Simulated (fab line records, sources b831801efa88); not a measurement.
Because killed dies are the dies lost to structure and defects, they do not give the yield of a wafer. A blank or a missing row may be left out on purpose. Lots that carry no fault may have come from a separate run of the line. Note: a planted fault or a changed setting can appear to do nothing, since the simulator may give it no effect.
Matching of chambers | flow sky130 | cmp-02 running SKY_VIA2_CMP_02: 4 sister chambers
The step polishes SiO2. 8 wafers are shown with their chamber, then 12 later ones without.

## WAFERS PAIRED WITH THEIR CHAMBERS
wafer  | chamber | motorCurrentA (A) | slurryFlowMlMin
L078.6 | 0       | 11.0              | 150.2
L086.6 | 1       | 11.3              | 149.7
L087.1 | 3       | 13.4              | 149.7
L087.2 | 1       | 11.1              | 150.3
L087.4 | 2       | 13.4              | 150.3
L090.3 | 0       | 10.6              | 150.5
L090.4 | 3       | 13.3              | 149.6
L090.6 | 2       | 13.8              | 150.7

## WAFERS WITHOUT THEIR CHAMBER
wafer  | motorCurrentA (A) | slurryFlowMlMin
L091.3 | 12.8              | 150.5
L091.4 | 11.0              | 149.6
L091.6 | 13.4              | 149.5
L092.1 | 10.3              | 150.2
L092.5 | 13.0              | 149.4
L092.6 | 10.1              | 149.7
L094.3 | 13.3              | 150.0
L094.5 | 10.3              | 151.0
L094.6 | 13.4              | 149.4
L097.1 | 13.4              | 149.9
L097.3 | 11.6              | 150.2
L097.5 | 12.4              | 149.9

## WHICH CHAMBER EACH ONE RAN IN
wafer  | from the rows above          | in truth
L091.3 | can't be placed: 2 or 3      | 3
L091.4 | can't be placed: 1 or 0      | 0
L091.6 | 3                            | 3
L092.1 | can't be placed: 0 or 1      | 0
L092.5 | 3                            | 3
L092.6 | can't be placed: 0 or 1      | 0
L094.3 | can't be placed: 3 or 2      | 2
L094.5 | 0                            | 0
L094.6 | 3                            | 3
L097.1 | can't be placed: 3 or 2      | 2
L097.3 | can't be placed: 1 or 0      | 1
L097.5 | can't be placed: 3 or 1 or 2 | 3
Correct placement for 4 of the 12. From these rows, 8 cannot be placed; in 8 the true chamber is one of the candidates. Number placed wrongly: 0.
How it was worked out, from the rows above alone: a wafer's distance from a chamber is the root of the sum, over the readings, of the square of ((its reading less the chamber's mean) divided by the reading's scatter). If the next closest chamber is less than 2 further off than the closest, the wafer can't be placed; otherwise it belongs to the closest. A chamber's mean is the mean of its shown wafers. The scatter: the root of (the sum of the squares of (reading less its chamber's mean) over the shown wafers, divided by (wafers less chambers)).
